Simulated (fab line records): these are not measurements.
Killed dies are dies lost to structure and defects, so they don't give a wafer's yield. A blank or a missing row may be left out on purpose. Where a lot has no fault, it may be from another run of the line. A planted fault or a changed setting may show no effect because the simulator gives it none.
fab line records | flow gf180mcu
[record] lots = 6 | wafers = 18 | last_day = 34
route steps=602 shown VT_IMPLANT@115
lots that met no fault: taken from a fault-free run of the same line
start_h: start of the lot's first displayed wafer, in hours after the record's first day | wait_h: how many hours have passed since the lot's step before this one | " repeats the value in the row above | L1.1+2: several wafers, shown together as one row | - no value, or no start was given | * or withheld: withheld | < > ~ a bound
route shown NAME@n: a module of which the file shows steps, and the number in the route of the first | usual: average and standard deviation across the fault-free wafers | same: alike in all rows | chamber/n: place in a boat | sites: readings site by site | _std_site: standard deviation across them | _edge_site: inner sites' mean taken away from outer sites' mean | radius_mm: how far each site lies from the wafer's centre | mask NAME#n: copy n | behind: the last tool/chamber to shape the wafer | hold: cause of the lot's hold/its duration in hours/its outcome | device: whichever transistor did not switch (one of n, p or np) | end of line: tests of these same wafers at the route's end | for a step that has no rows: nothing shown but its recipe | killed: the dies lost at the first sort to structure and to defects; this is not the yield of the wafer | map: the dies of a wafer, with x for killed, . for not killed, _ for no die there
set.NAME: the setting the step ran with; set.NAME@STEP: the setting that earlier step ran with | model.NAME: the simulator's own value behind a step, which no gauge read
lots at selected steps of the route; one table per step, one row per wafer
services: the hour from which a tool's chamber was out of use, counted from the record's first day as start_h (under 0 if before that day), plus the number of hours and why
[[steps]]
[step GF_VT_IMPLANT_SOFTBAKE_25]
[recipe] temp_c = 90 | time_s = 60 | resist = NOVOLAK
[step GF_VT_IMPLANT_EXPOSE_26]
[recipe] mask_id = LVPWELL_HV_AREA | target_cd_nm = 860 | na = 0.6 | source_shape = conventional | sigma_outer = 0.6 | dose_mj = 140
[step GF_VT_IMPLANT_PEB_27]
[recipe] temp_c = withheld | time_s = * | resist = NOVOLAK
[step GF_VT_IMPLANT_DEVELOP_28]
[recipe] develop_time_s = 60 | dev_temp_c = 23
[step GF_VT_IMPLANT_OVL_MEAS_29]
[usual] VT_IMPLANT_02_OVL = -0.2/1.5
lot.wafer | tool       | chamber | start_h | wait_h | VT_IMPLANT_02_OVL[nm]
L905.2    | overlay-02 | -       | 190.98  | 0.1    | 0.4
L905.4    | "          | -       | "       | "      | -0.8
L905.6    | "          | -       | "       | "      | -1.1
L916.1    | overlay-01 | -       | 260.53  | 0.1    | -0.7
L916.2    | "          | -       | "       | "      | 0.3
L916.5    | "          | -       | "       | "      | -0.9
L917.2    | overlay-02 | -       | 268.54  | 0.1    | -2.6
L917.3    | "          | -       | "       | "      | -1.5
L917.5    | "          | -       | "       | "      | -0.7
L918.2    | overlay-02 | -       | 269.14  | 0.1    | 1.4
L918.3    | "          | -       | "       | "      | 1.6
L918.6    | "          | -       | "       | "      | 0.5
L920.1    | overlay-02 | -       | 288.63  | 0.1    | 0.8
L920.2    | "          | -       | "       | "      | 0.6
L920.6    | "          | -       | "       | "      | 0.0
L921.3    | overlay-01 | -       | 290.39  | 0.1    | -3.8
L921.4    | "          | -       | "       | "      | -2.6
L921.6    | "          | -       | "       | "      | -0.2
[step GF_VT_IMPLANT_IMPLANT_30]
[recipe] species = B | energy_kev = 25 | dose_cm2 = 2.534e+12 | tilt_deg = 7
[step GF_VT_IMPLANT_STRIP_31]
[recipe] chemistry = O2/N2 | power_w = 1400 | pressure_mtorr = 1500 | platen_temp_c = 250 | o2_flow_sccm = 3000 | n2_flow_sccm = 300 | overash_fraction = 0.5
[usual] drypump_motor_current_A = 5.99/0.22 | heater_power_w = 333/22 | o2_flow_sccm = 3000/8.3 | oes_product_au = 0.716/0.0044 | platen_temp_c = 249.99/0.18 | strip_time_to_endpoint_s = 12.64/0.037
lot.wafer | tool            | chamber | start_h | wait_h | drypump_motor_current_A | heater_power_w | o2_flow_sccm | oes_product_au | platen_temp_c | rf_hours_counter_h | strip_time_to_endpoint_s
L905.2    | plasma_asher-01 | 0       | 191.16  | 0.1    | 5.78                    | 325            | 2991         | 0.718          | 249.79        | 50                 | 12.62
L905.4    | "               | 0       | "       | "      | 5.80                    | 339            | 2992         | 0.716          | 249.86        | -                  | 12.66
L905.6    | "               | 1       | "       | "      | 6.39                    | 318            | 3008         | 0.716          | 250.19        | -                  | 12.60
L916.1    | plasma_asher-03 | 0       | 260.71  | 0.1    | 6.26                    | 317            | 3008         | 0.710          | 249.71        | 16                 | 12.62
L916.2    | "               | 1       | "       | "      | 5.70                    | 370            | 2993         | 0.715          | 250.36        | 16                 | 12.61
L916.5    | "               | 0       | "       | "      | 6.23                    | 312            | 2999         | 0.712          | 249.94        | -                  | 12.62
L917.2    | plasma_asher-03 | 0       | 268.72  | 0.1    | 6.23                    | 308            | 3013         | 0.719          | 249.97        | 17                 | 12.64
L917.3    | "               | 0       | "       | "      | 6.27                    | 311            | 3022         | 0.717          | 249.77        | -                  | 12.60
L917.5    | "               | 1       | "       | "      | 5.68                    | 381            | 3006         | 0.715          | 250.04        | -                  | 12.60
L918.2    | plasma_asher-03 | 0       | 269.32  | 0.1    | 6.26                    | 310            | 3000         | 0.723          | 249.90        | 17                 | 12.66
L918.3    | "               | 0       | "       | "      | 6.24                    | 310            | 2992         | 0.721          | 249.96        | -                  | 12.66
L918.6    | "               | 0       | "       | "      | 6.24                    | 310            | 3000         | 0.716          | 249.68        | -                  | 12.65
L920.1    | plasma_asher-04 | 1       | 288.81  | 0.1    | 6.10                    | 330            | 2986         | 0.717          | 250.19        | 49                 | 12.65
L920.2    | "               | 0       | "       | "      | 5.88                    | 342            | 3016         | 0.723          | 249.83        | 49                 | 12.66
L920.6    | "               | 0       | "       | "      | 5.85                    | 348            | 3003         | 0.710          | 250.10        | -                  | 12.66
L921.3    | plasma_asher-03 | 0       | 290.60  | 0.1    | 6.23                    | 300            | 3002         | 0.717          | 250.23        | -                  | 12.64
L921.4    | "               | 1       | "       | "      | 5.68                    | 366            | 3003         | 0.709          | 249.76        | -                  | 12.60
L921.6    | "               | 0       | "       | "      | 6.24                    | 309            | 3003         | 0.717          | 250.19        | -                  | 12.65
[step GF_VT_IMPLANT_TW_MEAS_32]
[usual] VT_IMPLANT_3_TW = 268/3
lot.wafer | tool          | chamber | start_h | wait_h | VT_IMPLANT_3_TW
L905.2    | film_metro-02 | -       | 191.27  | 0.1    | 266
L905.4    | "             | -       | "       | "      | 267
L905.6    | "             | -       | "       | "      | 268
L916.1    | film_metro-01 | -       | 260.81  | 0.1    | 267
L916.2    | "             | -       | "       | "      | 267
L916.5    | "             | -       | "       | "      | 267
L917.2    | film_metro-02 | -       | 268.83  | 0.1    | 268
L917.3    | "             | -       | "       | "      | 268
L917.5    | "             | -       | "       | "      | 269
L918.2    | film_metro-02 | -       | 269.43  | 0.1    | 267
L918.3    | "             | -       | "       | "      | 267
L918.6    | "             | -       | "       | "      | 266
L920.1    | film_metro-02 | -       | 288.91  | 0.1    | 267
L920.2    | "             | -       | "       | "      | 269
L920.6    | "             | -       | "       | "      | 267
L921.3    | film_metro-01 | -       | 290.69  | 0.1    | 267
L921.4    | "             | -       | "       | "      | 267
L921.6    | "             | -       | "       | "      | 265
[step GF_VT_IMPLANT_DEHYDRATE_33]
[recipe] temp_c = 200 | time_s = 60
[step GF_VT_IMPLANT_HMDS_34]
[recipe] prime_time_s = 60 | prime_temp_c = 120
[step GF_VT_IMPLANT_COAT_35]
[recipe] resist = NOVOLAK | spin_rpm = 3000 | resist_thk_nm = 1000
[step GF_VT_IMPLANT_SOFTBAKE_36]
[recipe] temp_c = 90 | time_s = 60 | resist = NOVOLAK
[step GF_VT_IMPLANT_EXPOSE_37]
[recipe] mask_id = Nwell_HV_AREA | target_cd_nm = 860 | na = 0.6 | source_shape = conventional | sigma_outer = 0.6 | dose_mj = 140
[usual] exposure_dose_mJ_cm2 = 139.98/0.14 | focus_offset_nm = 0.0/0.51
lot.wafer | tool             | chamber | start_h | wait_h | mask            | exposure_dose_mJ_cm2 | focus_offset_nm | model.VT_IMPLANT.overlay_x_nm
L905.2    | iline_stepper-02 | 0       | 199.90  | -      | Nwell_HV_AREA#0 | 139.92               | 0.0             | -0.7217
L905.4    | "                | 0       | "       | "      | Nwell_HV_AREA#0 | 139.95               | 0.3             | -0.7217
L905.6    | "                | 0       | "       | "      | Nwell_HV_AREA#0 | 139.98               | 0.4             | -0.7217
L916.1    | iline_stepper-02 | 0       | 270.33  | -      | Nwell_HV_AREA#0 | 140.14               | -0.1            | 0.04297
L916.2    | "                | 0       | "       | "      | Nwell_HV_AREA#0 | 140.11               | -0.1            | 0.04297
L916.5    | "                | 0       | "       | "      | Nwell_HV_AREA#0 | 139.94               | 0.9             | 0.04297
L917.2    | iline_stepper-02 | -       | 278.75  | -      | Nwell_HV_AREA#0 | -                    | -               | -1.692
L917.3    | "                | -       | "       | "      | Nwell_HV_AREA#0 | -                    | -               | -1.692
L917.5    | "                | -       | "       | "      | Nwell_HV_AREA#0 | -                    | -               | -1.692
L918.2    | iline_stepper-01 | -       | 279.08  | -      | Nwell_HV_AREA#0 | -                    | -               | 0.6499
L918.3    | "                | -       | "       | "      | Nwell_HV_AREA#0 | -                    | -               | 0.6499
L918.6    | "                | -       | "       | "      | Nwell_HV_AREA#0 | -                    | -               | 0.6499
L920.1    | iline_stepper-01 | 0       | 299.28  | -      | Nwell_HV_AREA#0 | 140.14               | 0.4             | -0.8743
L920.2    | "                | 0       | "       | "      | Nwell_HV_AREA#0 | 140.08               | -0.8            | -0.8743
L920.6    | "                | 0       | "       | "      | Nwell_HV_AREA#0 | 140.04               | 0.1             | -0.8743
L921.3    | iline_stepper-01 | 0       | 300.87  | -      | Nwell_HV_AREA#0 | 139.79               | 0.1             | 0.8691
L921.4    | "                | 0       | "       | "      | Nwell_HV_AREA#0 | 139.98               | 0.3             | 0.8691
L921.6    | "                | 0       | "       | "      | Nwell_HV_AREA#0 | 139.88               | 0.9             | 0.8691
[step GF_VT_IMPLANT_PEB_38]
[recipe] temp_c = withheld | time_s = * | resist = NOVOLAK
[[services]]
tool             | chamber | start_h | hours | kind
iline_stepper-01 | -       | 176.42  | 1.0   | repair
iline_stepper-01 | -       | 186.92  | 4.4   | pm
plasma_asher-04  | -       | 192.35  | 9.7   | repair
iline_stepper-01 | -       | 215.06  | 1.7   | pm
plasma_asher-01  | -       | 217.35  | 1.3   | repair
iline_stepper-01 | 0       | 238.73  | -     | calibration
plasma_asher-03  | -       | 280.59  | 2.9   | repair
plasma_asher-01  | -       | 286.49  | 2.8   | pm
[[key]]
[first_sign] step = GF_VT_IMPLANT_EXPOSE_37 | reading = tool_record | direction = missing
effect none on later readings
[model_effect] step = GF_VT_IMPLANT_EXPOSE_37 | value = VT_IMPLANT.overlay_x_nm | without = -0.1117 | struck = -0.5211
met_at GF_VT_IMPLANT_EXPOSE_37
struck_wafers L917.2,L917.3,L917.5,L918.2,L918.3,L918.6
later_rows_left_out L917.2,L917.3,L917.5,L918.2,L918.3,L918.6
sort_left_out L917.2,L917.3,L917.5,L918.2,L918.3,L918.6
tester_left_out L917,L918
onset_between 270.33 278.75
[fault] kind = skipped_step_whole | tool = iline_stepper-01,iline_stepper-02 | chamber = - | onset_h = 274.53 | steps = GF_VT_IMPLANT_EXPOSE_37 | scope = struck_lots_only
// tester_left_out: of these lots the tester's yield and bins aren't shown, on N5 and GAA mostly nor the transistor test; their killed dies are dies lost to structure and defects alone, not to doping, threshold or leakage, so they don't give the yield
// sort_left_out: the simulated sort isn't trusted on such a fault, so these wafers' sort isn't shown, and their yield isn't known
// later_rows_left_out: the simulator's readings of these wafers behind a module that went badly wrong aren't trusted and aren't shown, but for the sort
